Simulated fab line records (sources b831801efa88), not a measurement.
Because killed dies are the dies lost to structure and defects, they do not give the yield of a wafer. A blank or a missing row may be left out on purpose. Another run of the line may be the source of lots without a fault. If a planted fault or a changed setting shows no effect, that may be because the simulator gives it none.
Struck lot and sound lot, side by side | flow sky130 | 15 steps out of a route of 708
Sound: these wafers, L413.1, L413.2, L413.4. Wafers struck: L417.1, L417.3, L417.4. The cause comes at the end.
At each step with rows: each side's tool, then ch and its chambers, then its first start. Under that, the readings that differ: sound wafers | struck wafers | difference of the means | sigmas: that difference in standard deviations of wafers without a fault.
alike: a reading whose means differ by less than 2 such deviations, as well as words and numbers matching on both sides. not compared: withheld readings; readings where some wafer has no value; bounds like >300 that might hide an equal value; numbers whose values overlap and for which the record gives no deviation.
The two part at a step that has a row with sigmas, a row that says differs or no value, or rows on one side only. When numbers do not overlap yet have no deviation, they are printed without sigmas and do not part them. A reading missing from all wafers of one side parts the sides only when that side holds two or more wafers.

first, 1 step without rows for these wafers: SKY_POLY_GATE_OXIDATION_20 (stabilise 600 s, purge 300 s, target thk 4 nm).
SKY_POLY_GATE_THK_MEAS_21:
  struck on filmMetro-02, day 22 01:00; sound on filmMetro-01, day 20 02:13
  alike: POLY_GATE_OXIDATION_THK
SKY_POLY_GATE_CD_MEAS_22:
  struck on cdSem-01, day 22 01:04; sound on cdSem-01, day 20 02:16
  alike: cdNm
then, 7 steps without rows for these wafers: SKY_LDD_N_DEHYDRATE_00 (time 60 s); SKY_LDD_N_HMDS_01 (prime time 60 s); SKY_LDD_N_COAT_02 (resist thk 300 nm); SKY_LDD_N_SOFTBAKE_03 (time 60 s); SKY_LDD_N_EXPOSE_04 (exposes mask NTM, target cd 840 nm); SKY_LDD_N_PEB_05; SKY_LDD_N_DEVELOP_06 (develop time 60 s).
SKY_LDD_N_OVL_MEAS_07:
  struck on overlay-02, day 23 07:58; sound on overlay-01, day 21 08:55
  alike: LDD_N_OVL
following that, these wafers have no rows for 1 step: SKY_LDD_N_IMPLANT_08.
SKY_LDD_N_IMPLANT_09:
  sound on implanter-02 ch 0, day 21 09:07; struck on implanter-02 ch 0, day 23 08:10
reading          | sound                         | struck                        | difference | sigmas
doseIonsCm2      | 7.499e+13 7.505e+13 7.501e+13 | 6.286e+13 6.282e+13 6.277e+13 | -1.220e+13 | -99 or more
faradayCurrentUA | 417 427 423                   | 366 364 351                   | -62        | -7
following that, these wafers have no rows for 1 step: SKY_LDD_N_IMPLANT_10.
-- here the record skips 26 days between the struck wafers' starts before and after, leaving off in module LDD_N and picking up in module PAD_OPEN (first step shown: number 708 of the route) --
SKY_PAD_OPEN_PROBE_99:
  struck on prober-02, day 49 14:20; sound on prober-02, day 48 06:35
reading                  | sound           | struck            | difference | sigmas
model.etest.tipN.rsOhmSq | 443.4 444.1 445 | 453.8 454.1 457.8 | +11.1      | 
  alike: killed_at_M0_to_M3, killed_at_M4_up, killedAtContacts, killedAtFrontEnd, killedAtOther, killedDies, killedOpen, killedShort

## WHERE THEY PART
Within this record, at SKY_LDD_N_IMPLANT_09 only. Later steps at which nothing parts them and some readings are alike: SKY_PAD_OPEN_PROBE_99.

WHY: the cause the simulator had injected
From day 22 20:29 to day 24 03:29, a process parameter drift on implanter-02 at SKY_LDD_N_IMPLANT_09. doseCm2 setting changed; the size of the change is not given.
